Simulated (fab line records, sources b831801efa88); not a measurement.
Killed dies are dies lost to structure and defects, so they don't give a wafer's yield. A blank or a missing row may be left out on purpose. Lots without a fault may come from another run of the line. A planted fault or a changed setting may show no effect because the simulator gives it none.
Chamber matching | flow gf180mcu | GF_V4_CMP_26 on cmp-02: 4 sister chambers
The step polishes, stops on SiO2, t overpolish 15 s, target thk 0 nm. 8 wafers are shown with their chamber, then 7 later ones without.

WAFERS WITH THEIR CHAMBER
wafer  | chamber | motor_current_A (A) | time_to_endpoint_s (s)
L828.3 | 1       | 10.3                | 88
L830.2 | 3       | 12.6                | 83
L830.6 | 3       | 12.9                | 83
L829.1 | 2       | 11.4                | 82
L829.2 | 1       | 10.3                | 87
L829.4 | 0       | 12.2                | 90
L832.2 | 0       | 12.1                | 85
L832.3 | 2       | 11.7                | 79

WAFERS WITHOUT THEIR CHAMBER
wafer  | motor_current_A (A) | time_to_endpoint_s (s)
L832.4 | 10.8                | 83
L834.2 | 10.0                | 88
L834.3 | 11.9                | 90
L834.5 | 12.9                | 86
L835.3 | 11.7                | 84
L835.4 | 12.9                | 86
L835.5 | 12.3                | 87

WHICH CHAMBER EACH WENT THROUGH
wafer  | from the rows above     | in truth
L832.4 | can't be placed: 1 or 2 | 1
L834.2 | 1                       | 1
L834.3 | 0                       | 0
L834.5 | 3                       | 3
L835.3 | can't be placed: 2 or 0 | 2
L835.4 | 3                       | 3
L835.5 | 0                       | 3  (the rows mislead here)
Placed correctly: 4 of 7. Can't be placed from these rows: 2 (the true chamber is among the candidates in 2). Placed wrongly: 1.
How it was worked out, from the rows above alone: a wafer's distance from a chamber is the root of the sum, over the readings, of the square of ((its reading less the chamber's mean) divided by the reading's scatter). The wafer belongs to the nearest chamber; if the next one is less than 2 further off, it can't be placed. A chamber's mean is the mean of its shown wafers. The scatter: the root of (the sum of the squares of (reading less its chamber's mean) over the shown wafers, divided by (wafers less chambers)).
